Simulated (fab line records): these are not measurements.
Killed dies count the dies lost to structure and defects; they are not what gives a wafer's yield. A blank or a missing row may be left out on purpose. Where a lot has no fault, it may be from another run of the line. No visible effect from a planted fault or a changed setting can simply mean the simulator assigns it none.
Which of the tools did it? | flow sky130 | 14 lots, 42 wafers sampled, at 4 steps of a route of 708

WHAT EACH GAUGE READ, for each wafer
The record holds no reading of a measuring or inspecting step that can be judged against a usual standard deviation.

TOOL THAT RAN EACH LOT (tool first, then ch and the chambers of the sampled wafers, then the start)
lot  | SKY_LOCAL_INTERCONNECT_METAL_ETCH_14 | SKY_METAL1_SPUTTER_00        | SKY_METAL1_SPUTTER_04        | SKY_METAL1_DESCUM_17
L490 | rie metal-01 ch 0,1, day 32 08:22    | pvd sputter-04, day 33 15:05 | pvd sputter-04, day 33 15:11 | rie metal-04 ch 0,1, day 34 18:54
L492 | rie metal-03 ch 0,1, day 32 18:21    | pvd sputter-04, day 34 00:11 | pvd sputter-04, day 34 00:17 | rie metal-04 ch 0,1, day 35 03:50
L493 | rie metal-01 ch 0,1, day 33 01:12    | pvd sputter-03, day 34 07:24 | pvd sputter-03, day 34 07:29 | rie metal-03 ch 0, day 35 10:31
L496 | rie metal-03 ch 0,1, day 34 07:49    | pvd sputter-01, day 35 13:47 | pvd sputter-01, day 35 13:52 | rie metal-02 ch 0,1, day 36 17:10
L497 | rie metal-01 ch 0, day 34 11:52      | pvd sputter-03, day 35 18:14 | pvd sputter-03, day 35 18:19 | rie metal-04 ch 0,1, day 36 21:39
L498 | rie metal-04 ch 0,1, day 34 22:58    | pvd sputter-04, day 36 04:20 | pvd sputter-04, day 36 04:25 | rie metal-04 ch 0,1, day 37 07:31
L500 | rie metal-04 ch 0,1, day 35 09:08    | pvd sputter-03, day 36 14:34 | pvd sputter-03, day 36 14:40 | rie metal-03 ch 1, day 37 17:46
L501 | rie metal-01 ch 0,1, day 35 20:45    | pvd sputter-03, day 37 02:08 | pvd sputter-03, day 37 02:14 | rie metal-02 ch 0,1, day 38 04:46
L502 | rie metal-01 ch 0, day 36 02:32      | pvd sputter-03, day 37 08:02 | pvd sputter-03, day 37 08:07 | rie metal-02 ch 0,1, day 38 10:54
L503 | rie metal-01 ch 0,1, day 36 16:53    | pvd sputter-03, day 37 22:18 | pvd sputter-03, day 37 22:24 | rie metal-04 ch 1, day 39 01:08
L507 | rie metal-01 ch 0,1, day 37 13:35    | pvd sputter-03, day 38 18:52 | pvd sputter-03, day 38 18:58 | rie metal-02 ch 0,1, day 39 21:13
L508 | rie metal-04 ch 0,1, day 38 00:13    | pvd sputter-04, day 39 05:16 | pvd sputter-04, day 39 05:22 | rie metal-03 ch 0,1, day 40 06:09
L509 | rie metal-01 ch 0,1, day 38 01:27    | pvd sputter-03, day 39 05:56 | pvd sputter-03, day 39 06:02 | rie metal-04 ch 0,1, day 40 07:41
L510 | rie metal-03 ch 1, day 38 04:24      | pvd sputter-04, day 39 09:23 | pvd sputter-04, day 39 09:29 | rie metal-02 ch 0,1, day 40 11:10
- SKY_LOCAL_INTERCONNECT_METAL_ETCH_14: etches TiN in Cl2/BCl3, stops on PSG, target depth 110 nm, time 31.4 s.
- SKY_METAL1_SPUTTER_00: material Ti, target thk 15 nm, time 10 s.
- SKY_METAL1_SPUTTER_04: material TiN, target thk 70 nm, time 58.3 s.
- SKY_METAL1_DESCUM_17: chemistry O2, time 8 s.

AS READ BY THE TOOLS THEMSELVES (means over the sampled wafers that have a number; for cases with no such wafer, the mark the record gives instead)
SKY_LOCAL_INTERCONNECT_METAL_ETCH_14.
lot  | tool         | drypump motor current A (A) | oes product au (a.u.) | throttle valve pct (%)
L490 | rie metal-01 | 6.5                         | 0.939                 | 21.905
L492 | rie metal-03 | 5.1                         | 0.935                 | 21.899
L493 | rie metal-01 | 6.3                         | 0.940                 | 21.899
L496 | rie metal-03 | 5.1                         | 0.949                 | 21.887
L497 | rie metal-01 | 6.7                         | 0.944                 | 21.902
L498 | rie metal-04 | 6.0                         | 0.934                 | 21.893
L500 | rie metal-04 | 5.5                         | 0.936                 | 21.911
L501 | rie metal-01 | 6.3                         | 0.935                 | 21.904
L502 | rie metal-01 | 6.7                         | 0.935                 | 21.902
L503 | rie metal-01 | 6.3                         | 0.951                 | 21.895
L507 | rie metal-01 | 6.3                         | 0.934                 | 21.902
L508 | rie metal-04 | 6.0                         | 0.933                 | 21.902
L509 | rie metal-01 | 6.5                         | 0.939                 | 21.895
L510 | rie metal-03 | 5.6                         | 0.940                 | 21.897

SKY_METAL1_SPUTTER_00.
lot  | tool           | cathode dc power W (W) | chamber pressure pa (Pa) | throttle valve pct (%)
L490 | pvd sputter-04 | 2999.9                 | 0.3991                   | 29.4
L492 | pvd sputter-04 | 3000.2                 | 0.4004                   | 30.0
L493 | pvd sputter-03 | 3000.2                 | 0.4002                   | 30.4
L496 | pvd sputter-01 | -                      | -                        | -
L497 | pvd sputter-03 | -                      | -                        | -
L498 | pvd sputter-04 | 2999.6                 | 0.3998                   | 29.9
L500 | pvd sputter-03 | 3000.4                 | 0.3993                   | 30.2
L501 | pvd sputter-03 | 2999.9                 | 0.3993                   | 29.4
L502 | pvd sputter-03 | 3000.0                 | 0.3996                   | 29.3
L503 | pvd sputter-03 | 3000.3                 | 0.3994                   | 30.4
L507 | pvd sputter-03 | 3000.0                 | 0.4001                   | 30.0
L508 | pvd sputter-04 | 2999.8                 | 0.3997                   | 29.3
L509 | pvd sputter-03 | 2999.9                 | 0.4006                   | 29.5
L510 | pvd sputter-04 | 2999.7                 | 0.3996                   | 29.8

SKY_METAL1_SPUTTER_04.
lot  | tool           | cathode dc power W (W) | chamber pressure pa (Pa) | throttle valve pct (%)
L490 | pvd sputter-04 | 6499.4                 | 0.4001                   | 29.4
L492 | pvd sputter-04 | 6499.6                 | 0.3999                   | 30.0
L493 | pvd sputter-03 | 6500.0                 | 0.4000                   | 30.4
L496 | pvd sputter-01 | 6500.3                 | 0.4001                   | 30.8
L497 | pvd sputter-03 | 6500.5                 | 0.4002                   | 30.0
L498 | pvd sputter-04 | 6501.5                 | 0.4001                   | 29.9
L500 | pvd sputter-03 | 6500.0                 | 0.3997                   | 30.0
L501 | pvd sputter-03 | 6500.2                 | 0.4002                   | 29.3
L502 | pvd sputter-03 | 6499.5                 | 0.3999                   | 29.4
L503 | pvd sputter-03 | 6500.4                 | 0.4003                   | 30.4
L507 | pvd sputter-03 | 6499.7                 | 0.3994                   | 29.8
L508 | pvd sputter-04 | 6500.5                 | 0.4008                   | 29.4
L509 | pvd sputter-03 | 6499.8                 | 0.3996                   | 29.7
L510 | pvd sputter-04 | 6499.1                 | 0.4002                   | 29.7

SKY_METAL1_DESCUM_17.
lot  | tool         | drypump motor current A (A) | oes product au (a.u.)
L490 | rie metal-04 | 5.5                         | 0.992
L492 | rie metal-04 | 6.0                         | 0.995
L493 | rie metal-03 | 4.8                         | 1.014
L496 | rie metal-02 | 5.5                         | 0.999
L497 | rie metal-04 | 6.0                         | 0.999
L498 | rie metal-04 | 5.5                         | 1.005
L500 | rie metal-03 | 5.6                         | 1.013
L501 | rie metal-02 | 5.3                         | 0.991
L502 | rie metal-02 | 5.5                         | 0.993
L503 | rie metal-04 | 6.5                         | 1.004
L507 | rie metal-02 | 5.6                         | 1.002
L508 | rie metal-03 | 5.3                         | 1.011
L509 | rie metal-04 | 5.5                         | 0.994
L510 | rie metal-02 | 5.3                         | 1.005

THE ANSWER, worked out from the rows above alone
Rule: the lots themselves supply what counts as usual. The widest of any qualifying gaps counts: lots, ordered by their means at a reading, are off when they make up no more than a third of the lots, leave a main group of 4 or more, and stand apart from it by 3 or more times the standard deviation of that group's means. The tables above print the reading to a certain number of digits; a main group whose means all agree to those digits is not used. Also off: a lot with no number at a reading for which 4 or more lots have one. Where the step has rows for the other lots, those lots are counted as sound. The gauges are gone through in route order, then the tools' own readings, and for those a lot's mean is taken as printed above. At the first step where some lot is off, the reading lying furthest off is the one used; lots without a number count as furthest.
Off, at SKY_METAL1_SPUTTER_00 on cathode dc power W: L496, L497. Without a number there: L496, L497. For the main group the mean is 3000.0 W and the standard deviation 0.23.
A tool fits if, at that step or a process step before it, it ran every lot that is off, and no sound lot after the first of them. Of those tried, none fits.

WHAT HAD BEEN PUT IN BY THE SIMULATOR
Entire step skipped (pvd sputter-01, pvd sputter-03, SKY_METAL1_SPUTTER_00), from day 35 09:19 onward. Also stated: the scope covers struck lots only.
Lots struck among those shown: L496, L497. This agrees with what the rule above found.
